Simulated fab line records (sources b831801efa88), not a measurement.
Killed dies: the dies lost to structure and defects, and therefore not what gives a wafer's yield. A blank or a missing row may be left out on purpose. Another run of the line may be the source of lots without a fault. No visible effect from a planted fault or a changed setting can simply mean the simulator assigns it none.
fab line records	flow sky130
record: lots: 6	wafers: 18	last_day: 49
route steps=708 shown SONOS_TUNNEL@156 SONOS_ONO@168 PAD_OPEN@708
lots untouched by any fault: they come from a run of this same line in which no faults occurred
start_h: hours from the record's opening day to when the first of the lot's shown wafers began	wait_h: time in hours since the lot's previous step	" as in the row above	L1.1+2: one row covering several wafers at once	- no value, or no start was given	* or withheld: withheld	< > ~ a bound
route shown NAME@n: NAME is a module with steps in the file, n the number in the route of the first one	usual: mean and standard deviation over wafers with no fault	same: alike in all rows	chamber/n: place in a boat	sites: per-site readings	_std_site: the standard deviation of these	_edge_site: outer sites' mean less inner sites'	radius_mm: for every site, how far away it sits from the centre of the wafer	mask NAME#n: copy n	behind: the last tool/chamber to shape the wafer	hold: why the lot went on hold/how many hours it stayed there/how the hold came to an end	device: the transistor (n, p or np) that didn't switch	end of line: tests run on the same wafers once the route is complete	for a step that has no rows: nothing shown but its recipe	killed: at the first sort, the dies lost to defects and structure; wafer yield is something else	map: the dies of a wafer, with x for killed, . for not killed, _ for no die there
set.NAME: the run value of the setting; set.NAME@STEP: its run value at that earlier step	model.NAME: the simulator's own value behind a step, which no gauge read
a table for each step, a row for each wafer; lots at some steps of the route
services: a tool's chamber out of use, with start hour (start_h, from the record's first day; less than 0 if before it), hours out, and reason
== steps ==
step: SKY_SONOS_TUNNEL_COAT_02
recipe: resist: NOVOLAK	spin_rpm: 3000	resist_thk_nm: 1140
step: SKY_SONOS_TUNNEL_SOFTBAKE_03
recipe: temp_c: 90	time_s: 60	resist: NOVOLAK
step: SKY_SONOS_TUNNEL_EXPOSE_04
recipe: mask_id: TUNM	na: 0.6	source_shape: conventional	sigma_outer: 0.6	polarization: unpolarized	target_cd_nm: 410	dose_mj: 136
step: SKY_SONOS_TUNNEL_PEB_05
recipe: temp_c: withheld	time_s: *	resist: NOVOLAK
step: SKY_SONOS_TUNNEL_DEVELOP_06
recipe: resist: NOVOLAK	developer: TMAH	develop_time_s: 60	dev_temp_c: 23
step: SKY_SONOS_TUNNEL_CD_MEAS_07
recipe: target_cd_nm: 410
usual: cd_nm: 410.2/2.3
lot.wafer	tool	chamber	start_h	wait_h	cd_nm
L608.3	cd_sem-01	-	295.69	0.1	409.8
L608.4	"	-	"	"	410.1
L608.6	"	-	"	"	412.2
L610.3	cd_sem-02	-	302.99	0.1	408.1
L610.5	"	-	"	"	406.5
L610.6	"	-	"	"	407.1
L611.3	cd_sem-01	-	310.79	0.1	411.6
L611.4	"	-	"	"	413.2
L611.6	"	-	"	"	411.0
L614.1	cd_sem-02	-	335.97	0.1	412.4
L614.2	"	-	"	"	412.0
L614.4	"	-	"	"	410.9
L622.4	cd_sem-02	-	401.66	0.1	411.0
L622.5	"	-	"	"	410.7
L622.6	"	-	"	"	414.7
L623.1	cd_sem-02	-	407.11	0.1	411.1
L623.3	"	-	"	"	409.5
L623.6	"	-	"	"	411.4
step: SKY_SONOS_TUNNEL_OVL_MEAS_08
usual: SONOS_TUNNEL_OVL: -0.3/1.5
lot.wafer	tool	chamber	start_h	wait_h	SONOS_TUNNEL_OVL[nm]
L608.3	overlay-01	-	295.79	0.1	-1.8
L608.4	"	-	"	"	-1.5
L608.6	"	-	"	"	-1.6
L610.3	overlay-01	-	303.09	0.1	-1.4
L610.5	"	-	"	"	-1.0
L610.6	"	-	"	"	-0.5
L611.3	overlay-01	-	310.89	0.1	-4.3
L611.4	"	-	"	"	-3.0
L611.6	"	-	"	"	-3.9
L614.1	overlay-01	-	336.09	0.1	-0.4
L614.2	"	-	"	"	-1.1
L614.4	"	-	"	"	0.9
L622.4	overlay-01	-	401.74	0.1	1.9
L622.5	"	-	"	"	0.9
L622.6	"	-	"	"	-0.5
L623.1	overlay-02	-	407.23	0.1	0.6
L623.3	"	-	"	"	-0.8
L623.6	"	-	"	"	0.2
step: SKY_SONOS_TUNNEL_IMPLANT_09
recipe: species: B	energy_kev: 20	dose_cm2: 1e+12	tilt_deg: withheld
step: SKY_SONOS_TUNNEL_WET_ETCH_10
recipe: chemistry: dHF	target_depth_nm: 14	target: SiO2	dilution: 100:1	temp_c: 25	time_s: 280
step: SKY_SONOS_TUNNEL_STRIP_11
recipe: chemistry: SPM	time_s: 600	temp_c: 130
step: SKY_SONOS_TUNNEL_TW_MEAS_12
usual: SONOS_TUNNEL_TW: 197.6/1.2
lot.wafer	tool	chamber	start_h	wait_h	SONOS_TUNNEL_TW
L608.3	film_metro-04	-	296.24	0.0	197.2
L608.4	"	-	"	"	198.2
L608.6	"	-	"	"	197.6
L610.3	film_metro-04	-	303.56	0.0	197.8
L610.5	"	-	"	"	198.1
L610.6	"	-	"	"	197.6
L611.3	film_metro-03	-	311.34	0.0	197.8
L611.4	"	-	"	"	197.8
L611.6	"	-	"	"	197.8
L614.1	film_metro-04	-	336.53	0.0	196.2
L614.2	"	-	"	"	195.7
L614.4	"	-	"	"	195.2
L622.4	film_metro-04	-	402.21	0.0	196.4
L622.5	"	-	"	"	194.8
L622.6	"	-	"	"	196.3
L623.1	film_metro-04	-	407.68	0.0	195.8
L623.3	"	-	"	"	197.3
L623.6	"	-	"	"	196.4
step: SKY_SONOS_TUNNEL_CLEAN_13
recipe: chemistry: dHF	time_s: 20	dilution: 100:1	dry: ipa_marangoni
step: SKY_SONOS_ONO_OXIDATION_00
recipe: temp_c: 800	ambient: O2	idle_temp_c: 700	ramp_up_c_per_min: 10	ramp_down_c_per_min: 3	stabilise_s: 600	purge_s: 300	target_thk_a: 26	ox_time_s: 1230
usual: ox_temp_c: 799.9/0.35	spike_tc_bottom_C: 819.7/1.1
same: purge_s: 300
lot.wafer	tool	chamber	start_h	wait_h	ox_temp_c	spike_tc_bottom_C	model.SiO2_of_SONOS_ONO_OXIDATION_00.thk_nm
L608.3	furnace-02	0	296.30	0.0	800.1	819.8	2.564
L608.4	"	0	"	"	799.9	819.3	2.473
L608.6	"	0	"	"	800.0	820.6	2.523
L610.3	furnace-01	0	303.61	0.0	799.7	819.8	2.814
L610.5	"	0	"	"	799.9	820.4	2.819
L610.6	"	0	"	"	799.8	817.5	2.797
L611.3	furnace-01	0	312.81	1.4	799.8	821.9	2.896
L611.4	"	0	"	"	800.3	819.5	2.864
L611.6	"	0	"	"	800.1	820.5	2.873
L614.1	furnace-02	0	336.63	0.0	800.3	820.7	2.652
L614.2	"	0	"	"	799.6	820.5	2.616
L614.4	"	0	"	"	800.2	820.1	2.657
L622.4	furnace-01	0	403.78	1.5	800.5	820.8	2.562
L622.5	"	0	"	"	800.3	818.7	2.571
L622.6	"	0	"	"	800.1	819.4	2.577
L623.1	furnace-02	0	408.21	0.5	799.8	821.2	2.505
L623.3	"	0	"	"	800.0	819.7	2.528
L623.6	"	0	"	"	799.6	819.4	2.504
step: SKY_SONOS_ONO_THK_MEAS_01
recipe: reads: SiO2_of_SONOS_ONO_OXIDATION_00
usual: SONOS_ONO_OXIDATION_THK: 2.58/0.052
lot.wafer	tool	chamber	start_h	wait_h	SONOS_ONO_OXIDATION_THK[nm]
L608.3	film_metro-03	-	297.66	0.0	2.52
L608.4	"	-	"	"	2.52
L608.6	"	-	"	"	2.51
L610.3	film_metro-01	-	305.07	0.1	2.80
L610.5	"	-	"	"	2.85
L610.6	"	-	"	"	2.83
L611.3	film_metro-01	-	314.17	0.0	2.88
L611.4	"	-	"	"	2.85
L611.6	"	-	"	"	2.86
L614.1	film_metro-03	-	337.98	0.0	2.61
L614.2	"	-	"	"	2.62
L614.4	"	-	"	"	2.68
L622.4	film_metro-01	-	405.16	0.0	2.53
L622.5	"	-	"	"	2.58
L622.6	"	-	"	"	2.55
L623.1	film_metro-02	-	409.55	0.0	2.52
L623.3	"	-	"	"	2.55
L623.6	"	-	"	"	2.46
step: SKY_SONOS_ONO_CVD_02
recipe: material: Si3N4	precursor: DCS/NH3	target_thk_nm: 10.5	temp_c: 770	time_s: 180	pressure_mtorr: 250
step: SKY_PAD_OPEN_PROBE_99
usual: killed_at_M0_to_M3: 43/7.3	killed_at_M4_up: 3.5/2.2	killed_at_contacts: 24/5.3	killed_at_front_end: 15/4.2	killed_at_other: 0.3/0.67	killed_dies: 86/9.8	killed_open: 47/7.2	killed_short: 39/6.5
same: gross_dies: 492	killed_at_back_side: 0
lot.wafer	tool	chamber	start_h	wait_h	killed_at_M0_to_M3	killed_at_M4_up	killed_at_contacts	killed_at_front_end	killed_at_other	killed_dies	killed_open	killed_short	model.etest.cap_ono.gate_log10_a_cm2	model.etest.cap_ono.tox_acc_nm	model.etest.sonos_erased.vt_v	model.etest.sonos_baked.vt_less_v
L608.3	prober-01	-	1104.50	0.2	56	3	24	9	2	94	54	39	-8.136	13.03	-2.262	-0.4465
L608.4	prober-01	-	1104.55	0.2	42	5	18	19	0	84	49	33	-7.89	12.82	-2.355	-0.5279
L608.6	prober-01	-	1104.65	0.2	45	1	25	20	0	91	46	44	-8.117	12.94	-2.259	-0.5064
L611.3	prober-02	-	1150.60	0.2	51	6	23	16	2	98	60	36	-8.775	13.48	-1.816	-0.41
L611.4	prober-02	-	1150.65	0.2	25	4	26	23	0	78	45	33	-8.628	13.39	-1.963	-0.3898
L611.6	prober-02	-	1150.75	0.2	49	2	26	13	1	91	57	34	-8.64	13.43	-1.913	-0.3718
L610.3	prober-01	-	1155.71	0.2	38	4	22	14	0	78	42	36	-8.311	13.19	-2.111	-0.4284
L610.5	prober-01	-	1155.81	0.2	30	3	22	16	0	71	39	32	-8.45	13.35	-2.007	-0.3386
L610.6	prober-01	-	1155.86	0.2	47	3	19	9	0	78	45	33	-8.383	13.26	-2.068	-0.3781
L614.1	prober-02	-	1157.11	0.1	35	2	43	23	0	103	53	48	-8.238	13.13	-2.121	-0.3863
L614.2	prober-02	-	1157.16	0.1	44	2	16	12	0	74	38	36	-8.341	13.22	-2.126	-0.4287
L614.4	prober-02	-	1157.26	0.2	41	4	27	21	0	93	49	44	-8.305	13.14	-2.097	-0.4369
L622.4	prober-02	-	1179.05	0.2	40	5	22	15	0	82	54	28	-8.08	12.96	-2.284	-0.5018
L622.5	prober-02	-	1179.10	0.2	53	3	22	21	0	99	49	50	-8.055	12.96	-2.283	-0.5093
L622.6	prober-02	-	1179.15	0.2	44	1	20	9	0	74	33	41	-8.044	13	-2.291	-0.4648
L623.1	prober-01	-	1181.26	0.1	56	2	23	16	1	98	57	41	-8.044	12.98	-2.316	-0.5104
L623.3	prober-01	-	1181.36	0.2	49	2	25	13	0	89	57	30	-8.026	12.91	-2.275	-0.5179
L623.6	prober-01	-	1181.51	0.2	48	7	22	16	0	93	43	50	-7.997	12.98	-2.326	-0.5234
killed by level:class
L608.3 VIA2:geometric_particle:open=17 VIA1:geometric_particle:open=12 CONTACT:geometric_particle:open=9 CONTACT:geometric_particle:short=6 LOCAL_INTERCONNECT:geometric_particle:short=5 VIA3:geometric_particle:short=5 METAL2:geometric_particle:open=4 VIA3:geometric_particle:open=4
L608.4 VIA1:geometric_particle:open=11 CONTACT:geometric_particle:open=8 VIA2:geometric_particle:open=7 FIELD_ISO:geometric_particle:open=6 METAL2:geometric_particle:short=6 VIA3:geometric_particle:open=5 POLY_GATE:geometric_particle:open=5 CONTACT:geometric_particle:short=5
L608.6 VIA3:geometric_particle:open=12 VIA1:geometric_particle:open=8 CONTACT:geometric_particle:open=8 LOCAL_INTERCONNECT:geometric_particle:short=6 LI_CONTACT:geometric_particle:short=5 CONTACT:geometric_particle:short=5 METAL2:geometric_particle:short=5 FIELD_ISO:geometric_particle:open=4
L611.3 VIA3:geometric_particle:open=11 VIA1:geometric_particle:open=11 LI_CONTACT:geometric_particle:open=9 CONTACT:geometric_particle:open=7 FIELD_ISO:geometric_particle:open=6 VIA2:geometric_particle:open=6 FIELD_ISO:geometric_particle:short=5 METAL2:geometric_particle:short=5
L611.4 FIELD_ISO:geometric_particle:open=9 CONTACT:geometric_particle:open=9 LI_CONTACT:geometric_particle:open=8 CONTACT:geometric_particle:short=6 VIA3:geometric_particle:open=6 FIELD_ISO:geometric_particle:short=5 METAL2:geometric_particle:short=4 VIA1:geometric_particle:open=3
L611.6 VIA1:geometric_particle:open=16 CONTACT:geometric_particle:open=11 VIA1:geometric_particle:short=8 VIA3:geometric_particle:open=7 LI_CONTACT:geometric_particle:open=6 FIELD_ISO:geometric_particle:open=5 VIA2:geometric_particle:open=5 METAL1:geometric_particle:short=4
L610.3 VIA1:geometric_particle:open=10 LI_CONTACT:geometric_particle:open=9 METAL2:geometric_particle:short=8 VIA2:geometric_particle:open=7 CONTACT:geometric_particle:open=6 POLY_GATE:geometric_particle:short=6 VIA1:geometric_particle:short=4 FIELD_ISO:geometric_particle:open=3
L610.5 LI_CONTACT:geometric_particle:open=6 CONTACT:geometric_particle:open=6 POLY_GATE:geometric_particle:open=5 METAL2:geometric_particle:short=5 CONTACT:geometric_particle:short=4 VIA1:geometric_particle:open=4 VIA3:geometric_particle:open=4 FIELD_ISO:geometric_particle:short=3
L610.6 VIA1:geometric_particle:open=14 METAL2:geometric_particle:short=8 CONTACT:geometric_particle:open=7 LI_CONTACT:geometric_particle:open=6 VIA2:geometric_particle:open=6 METAL3:geometric_particle:short=4 POLY_GATE:geometric_particle:open=3 CONTACT:geometric_particle:short=3
L614.1 CONTACT:geometric_particle:open=15 FIELD_ISO:geometric_particle:open=9 LI_CONTACT:geometric_particle:open=9 CONTACT:geometric_particle:short=9 VIA3:geometric_particle:open=7 FIELD_ISO:geometric_particle:short=5 LI_CONTACT:geometric_particle:short=5 LOCAL_INTERCONNECT:geometric_particle:short=5
L614.2 VIA1:geometric_particle:open=13 CONTACT:geometric_particle:open=6 METAL2:geometric_particle:short=6 VIA3:geometric_particle:open=6 METAL1:geometric_particle:short=5 FIELD_ISO:geometric_particle:short=4 VIA2:geometric_particle:open=4 POLY_GATE:geometric_particle:short=3
L614.4 VIA2:geometric_particle:open=8 CONTACT:geometric_particle:short=8 CONTACT:geometric_particle:open=8 METAL1:geometric_particle:short=8 VIA3:geometric_particle:open=8 POLY_GATE:geometric_particle:open=6 FIELD_ISO:geometric_particle:open=5 LI_CONTACT:geometric_particle:open=5
L622.4 CONTACT:geometric_particle:open=11 VIA1:geometric_particle:open=9 LI_CONTACT:geometric_particle:open=8 METAL2:geometric_particle:short=6 FIELD_ISO:geometric_particle:open=5 VIA2:geometric_particle:open=5 VIA3:geometric_particle:open=5 POLY_GATE:geometric_particle:short=3
L622.5 VIA1:geometric_particle:open=12 METAL1:geometric_particle:short=8 POLY_GATE:geometric_particle:open=6 LI_CONTACT:geometric_particle:open=6 CONTACT:geometric_particle:open=6 VIA1:geometric_particle:short=6 METAL2:geometric_particle:short=6 POLY_GATE:geometric_particle:short=5
L622.6 METAL2:geometric_particle:short=10 CONTACT:geometric_particle:open=8 VIA1:geometric_particle:short=8 METAL1:geometric_particle:short=7 VIA2:geometric_particle:open=6 VIA1:geometric_particle:open=6 VIA3:geometric_particle:open=6 LOCAL_INTERCONNECT:geometric_particle:short=4
L623.1 VIA1:geometric_particle:open=15 CONTACT:geometric_particle:open=10 METAL2:geometric_particle:short=9 VIA3:geometric_particle:open=9 VIA2:geometric_particle:open=8 FIELD_ISO:geometric_particle:short=6 VIA1:geometric_particle:short=5 LI_CONTACT:geometric_particle:open=4
L623.3 VIA1:geometric_particle:open=13 VIA2:geometric_particle:open=11 CONTACT:geometric_particle:open=9 LI_CONTACT:geometric_particle:open=6 METAL1:geometric_particle:short=6 METAL2:geometric_particle:short=6 VIA3:geometric_particle:open=5 LOCAL_INTERCONNECT:geometric_particle:short=4
L623.6 VIA1:geometric_particle:open=12 METAL2:geometric_particle:short=7 VIA1:geometric_particle:short=7 LI_CONTACT:geometric_particle:open=7 VIA2:geometric_particle:open=5 LOCAL_INTERCONNECT:geometric_particle:short=5 METAL1:geometric_particle:short=5 POLY_GATE:geometric_particle:open=4
== services ==
tool	chamber	start_h	hours	kind
furnace-02	-	362.90	3.1	pm
furnace-01	-	395.08	3.4	pm
== key ==
first_sign: step: SKY_SONOS_ONO_THK_MEAS_01	reading: SONOS_ONO_OXIDATION_THK	direction: up	sigmas: 5.2	usual: 2.58	struck: 2.84
effect none on later readings
model_effect: step: SKY_SONOS_ONO_OXIDATION_00	value: SiO2_of_SONOS_ONO_OXIDATION_00.thk_nm	without: 2.553	struck: 2.844
model_effect: step: SKY_PAD_OPEN_PROBE_99	value: etest.cap_ono.gate_log10_a_cm2	without: -8.211	struck: -8.531
met_at SKY_SONOS_ONO_OXIDATION_00
struck_wafers L610.3,L610.5,L610.6,L611.3,L611.4,L611.6
tester_left_out L610,L611
fault: kind: process_parameter_drift	tool: furnace-01	chamber: -	onset_h: 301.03	steps: SKY_SONOS_ONO_OXIDATION_00	channel: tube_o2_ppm	offset: 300	shape: step	end_h: 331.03
tester_left_out: of these lots the tester's yield and bins aren't shown, on N5 and GAA mostly nor the transistor test; their killed dies are dies lost to structure and defects alone, not to doping, threshold or leakage, so they don't give the yield
